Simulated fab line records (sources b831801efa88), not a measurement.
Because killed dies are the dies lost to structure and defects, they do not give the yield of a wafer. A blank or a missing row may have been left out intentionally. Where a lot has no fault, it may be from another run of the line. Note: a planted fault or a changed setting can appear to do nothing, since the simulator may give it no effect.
Chamber matching | flow sky130 | rie-diel-04 running SKY_SPACER_ETCHBACK_02: 4 sister chambers
The step etches Si3N4 in CH3F/O2, stops on SiO2, time 46.7 s, target depth 45 nm. 4 wafers are shown with their chamber, then 7 later ones without.

## WAFERS, EACH WITH ITS CHAMBER
wafer  | chamber | drypump-motor-current-A (A)
L080.4 | 0       | 5.5
L080.6 | 2       | 5.6
L088.1 | 3       | 5.3
L088.2 | 1       | 5.5

## WAFERS WITHOUT THEIR CHAMBER
wafer  | drypump-motor-current-A (A)
L088.3 | 5.5
L094.2 | 5.4
L094.3 | 5.6
L094.5 | 5.6
L095.1 | 5.6
L095.3 | 5.4
L095.6 | 5.6

## THE CHAMBER EACH PASSED THROUGH
wafer  | from the rows above               | in truth
L088.3 | can't be placed: 0 or 1 or 2      | 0
L094.2 | can't be placed: 0 or 1 or 3 or 2 | 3
L094.3 | can't be placed: 2 or 0 or 1      | 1
L094.5 | can't be placed: 2 or 0 or 1      | 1
L095.1 | can't be placed: 2 or 0 or 1      | 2
L095.3 | can't be placed: 0 or 1 or 3 or 2 | 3
L095.6 | can't be placed: 2 or 0 or 1      | 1
Correct placement for 0 of the 7. Unplaceable from these rows: 7, with the true chamber sitting among the candidates in 7. 0 placed wrongly.
How it was worked out, from the rows above alone: a wafer's distance from a chamber is the root of the sum, over the readings, of the square of ((its reading less the chamber's mean) divided by the reading's scatter). If the next closest chamber is less than 2 further off than the closest, the wafer can't be placed; otherwise it belongs to the closest. Each chamber's mean is taken over the wafers shown for it. The scatter: with one shown wafer a chamber, the root of the mean of the squares of how far each hidden wafer lies from its nearest shown one.
